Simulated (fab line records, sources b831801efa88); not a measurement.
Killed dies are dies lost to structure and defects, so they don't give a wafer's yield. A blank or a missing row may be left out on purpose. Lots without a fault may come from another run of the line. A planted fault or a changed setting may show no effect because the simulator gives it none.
Chamber matching | flow sfq_line | SFQ_TRILAYER_I7_CMP_CMP_184 on cmp-01: 3 sister chambers
The step polishes SiO2. 3 wafers are shown with their chamber, then 4 later ones without.

WAFERS WITH THEIR CHAMBER
wafer  | chamber | motor_current_A (A)
L778.5 | 0       | 10.6
L779.3 | 3       | 10.9
L779.5 | 1       | 10.4

WAFERS WITHOUT THEIR CHAMBER
wafer  | motor_current_A (A)
L782.2 | 10.6
L782.3 | 10.8
L785.4 | 11.5
L785.6 | 10.5

WHICH CHAMBER EACH WENT THROUGH
wafer  | from the rows above          | in truth
L782.2 | can't be placed: 0 or 1 or 3 | 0
L782.3 | can't be placed: 3 or 0 or 1 | 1
L785.4 | can't be placed: 3 or 0 or 1 | 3
L785.6 | can't be placed: 0 or 1 or 3 | 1
Placed correctly: 0 of 4. Can't be placed from these rows: 4 (the true chamber is among the candidates in 4). Placed wrongly: 0.
How it was worked out, from the rows above alone: a wafer's distance from a chamber is the root of the sum, over the readings, of the square of ((its reading less the chamber's mean) divided by the reading's scatter). The wafer belongs to the nearest chamber; if the next one is less than 2 further off, it can't be placed. A chamber's mean is the mean of its shown wafers. The scatter: with one shown wafer a chamber, the root of the mean of the squares of how far each hidden wafer lies from its nearest shown one.
